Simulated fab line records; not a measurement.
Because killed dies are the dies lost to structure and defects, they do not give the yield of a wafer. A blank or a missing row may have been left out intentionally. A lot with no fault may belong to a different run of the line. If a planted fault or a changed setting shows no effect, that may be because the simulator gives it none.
A lot that was struck, set against a sound lot ; flow gf180mcu ; 14 out of 602 route steps
Sound: wafers L114.1, L114.2, L114.6. Wafers L115.2, L115.3, L115.5 were the ones struck. Last of all comes the cause.
Per side, at each step with rows, come the tool, then ch with its chambers, and then its first start. Under that, the readings that differ: sound wafers ; struck wafers ; difference of the means ; sigmas: that difference in standard deviations of wafers without a fault.
alike: a reading whose means differ by less than 2 such deviations, as well as words and numbers matching on both sides. not compared: withheld readings; readings where some wafer has no value; bounds like >300 that might hide an equal value; numbers whose values overlap and for which the record gives no deviation.
A row with sigmas, a row that says differs or no value, or rows on one side alone: a step with any of these is where the two part. Non-overlapping numbers with no deviation appear without sigmas and do not part them. A reading that every wafer of one side lacks parts them only if that side has two wafers or more.

first, 4 steps without rows for these wafers: GF_HV_LDD_SOFTBAKE_42 (time 60 s); GF_HV_LDD_EXPOSE_43 (exposes mask Pplus HV AREA, target cd 400 nm); GF_HV_LDD_PEB_44; GF_HV_LDD_DEVELOP_45 (develop time 60 s).
GF_HV_LDD_CD_MEAS_46 targets a cd of 400 nm.
  sound: cd sem-01 at day 14 22:56; struck: cd sem-02 at day 15 05:45
  alike: cd nm
GF_HV_LDD_OVL_MEAS_47:
  sound: overlay-01 at day 14 23:04; struck: overlay-01 at day 15 05:51
  alike: HV_LDD_03_OVL
after that, 1 step had no rows for these wafers: GF_HV_LDD_IMPLANT_48.
GF_HV_LDD_STRIP_49: strips in O2/N2.
  sound on plasma asher-02 ch 0,1, day 14 23:14; struck on plasma asher-03 ch 0,1, day 15 06:02
reading;sound;struck;difference;sigmas
heater power w (W);405 397 422;313 320 311;-93;-3
  alike: drypump motor current A, n2 flow sccm, oes product au, strip time to endpoint s
  not compared: rf hours counter h
GF_HV_LDD_TW_MEAS_50:
  sound: film metro-04 at day 14 23:22; struck: film metro-04 at day 15 06:08
  alike: HV_LDD_4_TW
then, 1 step without rows for these wafers: GF_HV_LDD_CLEAN_51 (cleans in SC1/SC2, time 150 s).
GF_HV_LDD_RTA_52: time 10 s.
  sound on rtp anneal-02 ch 0, day 14 23:29; struck on rtp anneal-01 ch 0, day 15 06:15
reading;sound;struck;difference;sigmas
wafer_temp_C_max;1002.1 1002.3 1002.2;1004.7 1003.9 1005.4;+2.5;+2
  alike: lamp power pct
GF_HV_LDD_RS_MEAS_53: measures by four-point-probe.
  sound: film metro-04 at day 14 23:36; struck: film metro-01 at day 15 06:20
  alike: HV_LDD_RS
GF_HV_LDD_CVD_54: deposits SiO2 from TEOS, target thk 10 nm, time 75 s.
  sound on lpcvd-01 ch 0, day 14 23:43; struck on lpcvd-02 ch 0, day 15 06:26
  no value came back on the struck wafers for pressure mtorr (mTorr), spike tc bottom C (C), time s (s), zone power centre pct (%); on the sound wafers pressure mtorr (mTorr) reads 401.7 399.8 400.3
then, 1 step without rows for these wafers: GF_HV_LDD_CVD_56 (deposits Si3N4 from DCS/NH3, target thk 90 nm, time 1509 s).

## WHERE THEY PART
Earliest at GF_HV_LDD_STRIP_49; latest, in this record, at GF_HV_LDD_CVD_54.

WHY: whatever the simulator had introduced
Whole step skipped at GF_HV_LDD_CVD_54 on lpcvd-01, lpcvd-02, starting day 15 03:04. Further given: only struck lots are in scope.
